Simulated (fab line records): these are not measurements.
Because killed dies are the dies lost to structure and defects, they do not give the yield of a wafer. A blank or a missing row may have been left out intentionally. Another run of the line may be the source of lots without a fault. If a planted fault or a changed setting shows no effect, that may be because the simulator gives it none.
Which tool was responsible?	flow gf180mcu	6 lots, 18 wafers sampled, at 1 step of a route of 602

== WHAT THE GAUGES READ, wafer by wafer ==
GF_POLY_GATE_CD_MEAS_10: target cd 280 nm.
lot	measured	on	cd_nm (nm)
L620	day 10 00:43	cd_sem-01	278.8 279.5 279.0
L622	day 10 17:10	cd_sem-02	280.9 281.3 281.7
L629	day 12 21:10	cd_sem-02	281.0 280.1 280.4
L632	day 13 17:17	cd_sem-01	282.0 281.8 280.5
L635	day 14 15:46	cd_sem-01	282.2 282.4 281.9
L639	day 15 21:38	cd_sem-01	279.5 278.7 280.4

== WHAT TOOL EACH LOT RAN ON (gives the tool, then ch and the chambers of the sampled wafers, and finally the start) ==
The record holds no process step before these readings.

== THE ANSWER, worked out from the rows above alone ==
Rule: usual is defined by the lots themselves. Put in order of their means at a reading, lots are off if they are a third of the lots or fewer, leave a main group of 4 or more, and stand apart from it by a gap of 3 or more times the standard deviation of the main group's means; of several such gaps the widest counts. The tables above print the reading to a certain number of digits; a main group whose means all agree to those digits is not used. A lot without any number at a reading at which 4 lots or more have one is off too. Where the step has rows for the other lots, those lots are counted as sound.
Across all readings shown, no lot is off: no conclusion can be drawn from this.

== WHAT THE SIMULATOR HAD INSERTED ==
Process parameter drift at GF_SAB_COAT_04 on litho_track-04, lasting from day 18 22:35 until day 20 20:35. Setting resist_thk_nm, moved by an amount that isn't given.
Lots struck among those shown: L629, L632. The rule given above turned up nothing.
